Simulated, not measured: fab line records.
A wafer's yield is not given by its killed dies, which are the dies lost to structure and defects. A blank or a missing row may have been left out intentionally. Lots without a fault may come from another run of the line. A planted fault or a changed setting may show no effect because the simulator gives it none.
fab line records    flow sky130
record lots=6  wafers=18  lastDay=49
route steps=708 shown LOCAL_INTERCONNECT@389
lots with no fault: from the same line, run without faults
startH: start of the lot's first displayed wafer, in hours after the record's first day    waitH: how many hours have passed since the lot's step before this one    " the same as in the row above    L1.1+2: a single row standing in for several wafers    - value missing, or start not given    * or withheld: withheld    < > ~ a bound
route shown NAME@n: a module of which the file shows steps, and the number in the route of the first    usual: mean and standard deviation over wafers with no fault    same: alike in all rows    chamber/n: place in a boat    sites: the reading at each site    _std_site: standard deviation of those values    _edge_site: outer sites' mean less inner sites'    radiusMm: how far each site lies from the wafer's centre    mask NAME#n: copy n    behind: tool/chamber where the wafer was last shaped    hold: the reason the lot was held/the length of the hold in hours/how it ended    device: the transistor (n, p or np) that didn't switch    end of line: at the end of the route, the tests of the same wafers    a step given without rows: its recipe and nothing more    killed: at the first sort, the dies lost to defects and structure; wafer yield is something else    map: the dies of a wafer, with x for killed, . for not killed, _ for no die there
set.NAME: the setting that was run; set.NAME@STEP: the one run at that earlier step    model.NAME: the simulator's own value behind a step, which no gauge read
lots at some steps of the route; a table a step, a row a wafer
services: the hour from which a tool's chamber was out of use, counted from the record's first day as startH (under 0 if before that day), plus the number of hours and why
## steps
# step SKY_LOCAL_INTERCONNECT_THK_MEAS_02
# recipe thkMeasGauge=xrf  reads=TiN_of_LOCAL_INTERCONNECT_SPUTTER_00
# usual LOCAL_INTERCONNECT_TIN_THK=99.8/1.4
lot.wafer  tool          chamber  startH  waitH  LOCAL_INTERCONNECT_TIN_THK[nm]
L671.3     filmMetro-04  -        711.67  0.1    98.7
L671.4     "             -        "       "      99.4
L671.5     "             -        "       "      97.3
L677.2     filmMetro-04  -        762.57  0.1    99.4
L677.3     "             -        "       "      101.1
L677.4     "             -        "       "      100.9
L680.1     filmMetro-02  -        780.56  0.1    98.4
L680.2     "             -        "       "      99.8
L680.4     "             -        "       "      100.3
L683.2     filmMetro-01  -        798.11  0.1    99.7
L683.4     "             -        "       "      99.7
L683.6     "             -        "       "      99.2
L684.1     filmMetro-01  -        807.56  0.1    99.6
L684.5     "             -        "       "      98.8
L684.6     "             -        "       "      100.5
L687.1     filmMetro-01  -        831.01  0.1    99.5
L687.2     "             -        "       "      98.5
L687.3     "             -        "       "      99.1
# step SKY_LOCAL_INTERCONNECT_DEHYDRATE_03
# recipe tempC=200  timeS=60
# step SKY_LOCAL_INTERCONNECT_HMDS_04
# recipe primeTimeS=60  primeTempC=120
# step SKY_LOCAL_INTERCONNECT_COAT_05
# recipe resist=BARC  tempC=withheld  timeS=withheld  spinRpm=3000  resistThkNm=60
# step SKY_LOCAL_INTERCONNECT_COAT_06
# recipe resist=KrF-thick  spinRpm=3000  resistThkNm=450
# step SKY_LOCAL_INTERCONNECT_SOFTBAKE_07
# recipe tempC=100  timeS=90  resist=KrF-thick
# step SKY_LOCAL_INTERCONNECT_EXPOSE_08
# recipe maskId=LI1M  na=0.8  sourceShape=annular  sigmaInner=0.55  sigmaOuter=0.85  targetCdNm=170  doseMj=28
# step SKY_LOCAL_INTERCONNECT_PEB_09
# recipe pebTempC=withheld  pebTimeS=withheld  resist=KrF-thick
# step SKY_LOCAL_INTERCONNECT_DEVELOP_10
# recipe developTimeS=60  resist=KrF-thick  devTempC=21
# step SKY_LOCAL_INTERCONNECT_CD_MEAS_11
# recipe targetCdNm=170
# usual cdNm=170.1/1.5
lot.wafer  tool      chamber  startH  waitH  cdNm
L671.3     cdSem-02  -        739.58  -      171.5
L671.4     "         -        "       "      171.1
L671.5     "         -        "       "      169.4
L677.2     cdSem-02  -        789.32  -      169.0
L677.3     "         -        "       "      168.8
L677.4     "         -        "       "      169.9
L680.1     cdSem-02  -        807.59  -      168.8
L680.2     "         -        "       "      170.6
L680.4     "         -        "       "      169.0
L683.2     cdSem-02  -        824.51  -      168.5
L683.4     "         -        "       "      170.6
L683.6     "         -        "       "      171.2
L684.1     cdSem-02  -        833.64  -      170.4
L684.5     "         -        "       "      168.7
L684.6     "         -        "       "      168.8
L687.1     cdSem-01  -        856.80  -      168.6
L687.2     "         -        "       "      169.5
L687.3     "         -        "       "      168.7
# step SKY_LOCAL_INTERCONNECT_OVL_MEAS_12
# usual LOCAL_INTERCONNECT_OVL=1/5.8
lot.wafer  tool        chamber  startH  waitH  LOCAL_INTERCONNECT_OVL[nm]
L671.3     overlay-02  -        739.67  0.1    -2
L671.4     "           -        "       "      4
L671.5     "           -        "       "      0
L677.2     overlay-02  -        789.42  0.1    5
L677.3     "           -        "       "      11
L677.4     "           -        "       "      3
L680.1     overlay-02  -        807.71  0.1    -7
L680.2     "           -        "       "      -2
L680.4     "           -        "       "      2
L683.2     overlay-01  -        824.62  0.1    -6
L683.4     "           -        "       "      -4
L683.6     "           -        "       "      -1
L684.1     overlay-02  -        833.76  0.1    3
L684.5     "           -        "       "      -4
L684.6     "           -        "       "      -7
L687.1     overlay-02  -        856.92  0.1    8
L687.2     "           -        "       "      3
L687.3     "           -        "       "      8
# step SKY_LOCAL_INTERCONNECT_ETCH_13
# recipe chemistry=N2/H2  target=BARC  ionEnergyEv=200  biasW=100  pressureMtorr=30  n2FlowSccm=100  h2FlowSccm=200  icpW=500  stopOn=SiO2  timeS=45.9  targetDepthA=600
# usual drypumpMotorCurrentA=6.0/0.49  oesProductAu=0.855/0.0047  throttleValvePct=13.224/0.009
lot.wafer  tool         chamber  startH  waitH  drypumpMotorCurrentA  oesProductAu  rfHoursCounterH  throttleValvePct
L671.3     rieMetal-03  0        739.72  0.0    5.7                   0.857         -                13.227
L671.4     "            1        "       "      6.5                   0.855         -                13.222
L671.5     "            1        "       "      6.5                   0.859         -                13.224
L677.2     rieMetal-03  1        789.45  0.0    6.5                   0.853         12               13.216
L677.3     "            1        "       "      6.5                   0.846         -                13.239
L677.4     "            0        "       "      5.7                   0.856         -                13.221
L680.1     rieMetal-02  1        807.75  0.0    5.8                   0.858         11               13.213
L680.2     "            0        "       "      5.3                   0.843         13               13.209
L680.4     "            1        "       "      5.8                   0.847         -                13.220
L683.2     rieMetal-03  0        824.65  0.0    5.6                   0.860         3                13.216
L683.4     "            1        "       "      6.5                   0.855         -                13.225
L683.6     "            0        "       "      5.6                   0.854         -                13.223
L684.1     rieMetal-03  1        833.80  0.0    6.5                   0.848         14               13.221
L684.5     "            0        "       "      5.7                   0.853         -                13.222
L684.6     "            1        "       "      6.5                   0.854         -                13.202
L687.1     rieMetal-03  1        856.95  0.0    6.6                   0.865         14               13.233
L687.2     "            0        "       "      5.6                   0.858         4                13.226
L687.3     "            0        "       "      5.6                   0.857         -                13.231
# step SKY_LOCAL_INTERCONNECT_METAL_ETCH_14
# recipe targetDepthNm=110  stopOn=PSG  chemistry=Cl2/BCl3  target=TiN  resistSidewallDeg=88  pressureMtorr=10  icpW=900  biasW=48.5  Cl2_flow_sccm=60  bcl3FlowSccm=30  timeS=31.4
# usual drypumpMotorCurrentA=6.0/0.48  mfcCl2Sccm=60.02/0.18  oesProductAu=0.939/0.0082  throttleValvePct=21.903/0.01
lot.wafer  tool         chamber  startH  waitH  drypumpMotorCurrentA  mfcCl2Sccm  oesProductAu  rfHoursCounterH  throttleValvePct  model.LOCAL_INTERCONNECT.featureDepthNm  model.etch.depthNm  model.KrF-thick_of_LOCAL_INTERCONNECT_COAT_06.thkNm
L671.3     rieMetal-03  0        739.78  0.0    5.6                   59.78       0.920         -                21.908            97.86                                    97.86               348.5
L671.4     "            1        "       "      6.5                   60.13       0.931         -                21.895            98.67                                    98.67               350.3
L671.5     "            1        "       "      6.5                   59.97       0.922         -                21.918            96.76                                    96.76               349.7
L677.2     rieMetal-03  1        789.52  0.0    6.5                   60.11       0.931         12               21.909            98.33                                    98.33               345.3
L677.3     "            1        "       "      6.5                   59.95       0.941         -                21.918            99.76                                    99.76               345.9
L677.4     "            0        "       "      5.6                   60.00       0.932         -                21.913            99.43                                    99.43               346.2
L680.1     rieMetal-02  1        807.81  0.0    5.8                   60.08       0.929         11               21.911            98.81                                    98.81               348.3
L680.2     "            0        "       "      5.3                   60.12       0.946         14               21.884            100.2                                    100.2               348.3
L680.4     "            1        "       "      5.8                   60.14       0.955         -                21.902            100.4                                    100.4               347.9
L683.2     rieMetal-03  0        824.71  0.0    5.6                   60.15       0.928         3                21.912            100.2                                    100.2               349
L683.4     "            1        "       "      6.5                   59.99       0.940         -                21.885            100.4                                    100.4               347.8
L683.6     "            0        "       "      5.6                   60.16       0.949         -                21.905            99.88                                    99.88               347.2
L684.1     rieMetal-03  1        833.86  0.0    6.5                   59.89       0.705         14               22.049            58.02                                    58.02               369.5
L684.5     "            0        "       "      5.6                   59.73       0.941         -                21.895            99.79                                    99.79               348.4
L684.6     "            1        "       "      6.5                   59.96       0.712         -                22.059            58.1                                     58.1                368
L687.1     rieMetal-03  1        857.02  0.0    6.5                   60.27       0.702         14               22.061            57.86                                    57.86               368.2
L687.2     "            0        "       "      5.6                   60.13       0.941         4                21.906            99.02                                    99.02               347.3
L687.3     "            0        "       "      5.6                   59.92       0.943         -                21.913            99.23                                    99.23               346.3
# step SKY_LOCAL_INTERCONNECT_STRIP_15
# recipe chemistry=O2/N2  powerW=1400  pressureMtorr=1500  platenTempC=withheld  o2FlowSccm=3000  n2FlowSccm=300  overashFraction=0.5
# usual drypumpMotorCurrentA=5.8/0.45  oesProductAu=0.427/0.0042  stripTimeToEndpointS=4.708/0.015
lot.wafer  tool            chamber  startH  waitH  drypumpMotorCurrentA  oesProductAu  rfHoursCounterH  stripTimeToEndpointS
L671.3     plasmaAsher-01  0        739.85  0.1    5.5                   0.424         -                4.712
L671.4     "               1        "       "      5.5                   0.424         -                4.739
L671.5     "               0        "       "      5.5                   0.426         -                4.721
L677.2     plasmaAsher-02  0        789.57  0.0    6.3                   0.429         5                4.691
L677.3     "               1        "       "      6.4                   0.426         -                4.690
L677.4     "               0        "       "      6.3                   0.428         -                4.688
L680.1     plasmaAsher-03  1        807.86  0.0    5.7                   0.422         38               4.706
L680.2     "               0        "       "      5.3                   0.427         38               4.719
L680.4     "               0        "       "      5.3                   0.424         -                4.717
L683.2     plasmaAsher-03  1        824.76  0.0    5.7                   0.420         39               4.724
L683.4     "               0        "       "      5.3                   0.426         -                4.717
L683.6     "               1        "       "      5.7                   0.423         -                4.700
L684.1     plasmaAsher-02  0        833.91  0.0    6.3                   0.441         9                4.924
L684.5     "               1        "       "      6.5                   0.430         -                4.709
L684.6     "               0        "       "      6.3                   0.428         -                4.928
L687.1     plasmaAsher-02  0        857.07  0.0    6.3                   0.436         12               4.929
L687.2     "               1        "       "      6.5                   0.416         12               4.719
L687.3     "               0        "       "      6.3                   0.418         -                4.705
# step SKY_LOCAL_INTERCONNECT_STRIP_16
# recipe chemistry=postEtchResidueRemover  timeS=1200  tempC=72.5
## services
tool            chamber  startH  hours  kind
rieMetal-03     -        722.17  6.0    repair
plasmaAsher-02  -        733.77  9.0    pm
plasmaAsher-02  0        733.77  9.0    ventCycle
plasmaAsher-02  1        733.77  9.0    ventCycle
plasmaAsher-02  0        742.77  -      clean
plasmaAsher-02  1        742.77  -      clean
rieMetal-02     -        759.52  2.8    pm
rieMetal-03     -        810.01  1.4    pm
plasmaAsher-03  -        849.01  2.8    pm
plasmaAsher-02  -        851.93  4.4    repair
## key
firstSign step=SKY_LOCAL_INTERCONNECT_METAL_ETCH_14  reading=oesProductAu  direction=down  sigmas=28  usual=0.939  struck=0.706
effect step=SKY_LOCAL_INTERCONNECT_METAL_ETCH_14  reading=throttleValvePct  direction=up  sigmas=15  usual=21.903  struck=22.056
effect step=SKY_LOCAL_INTERCONNECT_STRIP_15  reading=stripTimeToEndpointS  direction=up  sigmas=14  usual=*  struck=*
modelEffect step=SKY_LOCAL_INTERCONNECT_METAL_ETCH_14  value=LOCAL_INTERCONNECT.featureDepthNm  without=100.4  struck=58
metAt SKY_LOCAL_INTERCONNECT_METAL_ETCH_14
struckWafers L684.1,L684.6,L687.1
laterRowsLeftOut L684.1,L684.6,L687.1
sortLeftOut L684.1,L684.6,L687.1
testerLeftOut L684,L687
onsetBetween 824.71 833.86
fault kind=processParameterDrift  tool=rieMetal-03  chamber=-  onsetH=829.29  steps=SKY_LOCAL_INTERCONNECT_METAL_ETCH_14  channel=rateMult  offset=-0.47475  shape=step  endH=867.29  scope=struckWafersOnly
# testerLeftOut: of these lots the tester's yield and bins aren't shown, on N5 and GAA mostly nor the transistor test; their killed dies are dies lost to structure and defects alone, not to doping, threshold or leakage, so they don't give the yield
# sortLeftOut: the simulated sort isn't trusted on such a fault, so these wafers' sort isn't shown, and their yield isn't known
# laterRowsLeftOut: the simulator's readings of these wafers behind a module that went badly wrong aren't trusted and aren't shown, but for the sort
